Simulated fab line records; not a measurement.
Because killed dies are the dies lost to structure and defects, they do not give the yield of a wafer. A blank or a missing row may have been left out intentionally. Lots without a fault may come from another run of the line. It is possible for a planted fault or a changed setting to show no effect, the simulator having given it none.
Matching of chambers :: flow sky130 :: cmp-02 running SKY_VIA2_CMP_02: 4 sister chambers
The step polishes SiO2. 4 wafers are shown with their chamber, then 12 later ones without.

WAFERS PAIRED WITH THEIR CHAMBERS
wafer: L093.3
chamber: 3
motorCurrentA (A): 13.3

wafer: L094.3
chamber: 1
motorCurrentA (A): 13.8

wafer: L096.4
chamber: 2
motorCurrentA (A): 15.1

wafer: L096.5
chamber: 0
motorCurrentA (A): 11.6

WAFERS WITHOUT THEIR CHAMBER
wafer: L096.2
motorCurrentA (A): 12.8

wafer: L096.3
motorCurrentA (A): 13.7

wafer: L096.6
motorCurrentA (A): 12.6

wafer: L095.2
motorCurrentA (A): 12.4

wafer: L095.3
motorCurrentA (A): 13.4

wafer: L095.4
motorCurrentA (A): 10.8

wafer: L095.1
motorCurrentA (A): 14.9

wafer: L095.5
motorCurrentA (A): 13.5

wafer: L095.6
motorCurrentA (A): 11.6

wafer: L097.1
motorCurrentA (A): 15.2

wafer: L097.2
motorCurrentA (A): 13.2

wafer: L097.5
motorCurrentA (A): 11.5

EACH ONE'S CHAMBER
wafer: L096.2
from the rows above: can't be placed: 3 or 1 or 0
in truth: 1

wafer: L096.3
from the rows above: can't be placed: 1 or 3
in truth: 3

wafer: L096.6
from the rows above: can't be placed: 3 or 0 or 1
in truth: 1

wafer: L095.2
from the rows above: can't be placed: 0 or 3 or 1
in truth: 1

wafer: L095.3
from the rows above: can't be placed: 3 or 1
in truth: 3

wafer: L095.4
from the rows above: 0
in truth: 0

wafer: L095.1
from the rows above: 2
in truth: 2

wafer: L095.5
from the rows above: can't be placed: 3 or 1
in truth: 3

wafer: L095.6
from the rows above: 0
in truth: 0

wafer: L097.1
from the rows above: 2
in truth: 2

wafer: L097.2
from the rows above: can't be placed: 3 or 1
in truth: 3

wafer: L097.5
from the rows above: 0
in truth: 0
5 of 12 placed correctly. Cannot be placed on the basis of these rows: 7; the candidates contain the true chamber in 7. Number placed wrongly: 0.
How it was worked out, from the rows above alone: a wafer's distance from a chamber is the root of the sum, over the readings, of the square of ((its reading less the chamber's mean) divided by the reading's scatter). If the next closest chamber is less than 2 further off than the closest, the wafer can't be placed; otherwise it belongs to the closest. The mean given for a chamber averages the wafers shown for that chamber. The scatter: root of mean squared gap, hidden wafer to nearest shown wafer, with one shown wafer a chamber.
